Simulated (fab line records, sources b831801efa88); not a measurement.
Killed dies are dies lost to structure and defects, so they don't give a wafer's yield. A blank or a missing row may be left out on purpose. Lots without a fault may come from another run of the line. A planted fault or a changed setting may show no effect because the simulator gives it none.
Chamber matching | flow gf180mcu | GF_SAB_CVD_00 on pecvd-04: 3 sister chambers
The step deposits SiO2 from TEOS, target thk 50 nm, time 4.9302 s. 6 wafers are shown with their chamber, then 10 later ones without.

WAFERS WITH THEIR CHAMBER
wafer  | chamber | heater_power_w (W)
L084.6 | 2       | 464
L089.1 | 0       | 580
L089.3 | 2       | 532
L089.4 | 1       | 750
L092.1 | 1       | 738
L092.2 | 0       | 630

WAFERS WITHOUT THEIR CHAMBER
wafer  | heater_power_w (W)
L092.3 | 529
L093.1 | 596
L093.3 | 709
L093.6 | 715
L094.1 | 715
L094.4 | 600
L094.5 | 714
L097.1 | 656
L097.2 | 601
L097.6 | 646

WHICH CHAMBER EACH WENT THROUGH
wafer  | from the rows above     | in truth
L092.3 | can't be placed: 2 or 0 | 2
L093.1 | 0                       | 0
L093.3 | can't be placed: 1 or 0 | 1
L093.6 | 1                       | 1
L094.1 | 1                       | 1
L094.4 | 0                       | 0
L094.5 | 1                       | 1
L097.1 | can't be placed: 0 or 1 | 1
L097.2 | 0                       | 0
L097.6 | can't be placed: 0 or 1 | 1
Placed correctly: 6 of 10. Can't be placed from these rows: 4 (the true chamber is among the candidates in 4). Placed wrongly: 0.
How it was worked out, from the rows above alone: a wafer's distance from a chamber is the root of the sum, over the readings, of the square of ((its reading less the chamber's mean) divided by the reading's scatter). The wafer belongs to the nearest chamber; if the next one is less than 2 further off, it can't be placed. A chamber's mean is the mean of its shown wafers. The scatter: the root of (the sum of the squares of (reading less its chamber's mean) over the shown wafers, divided by (wafers less chambers)).
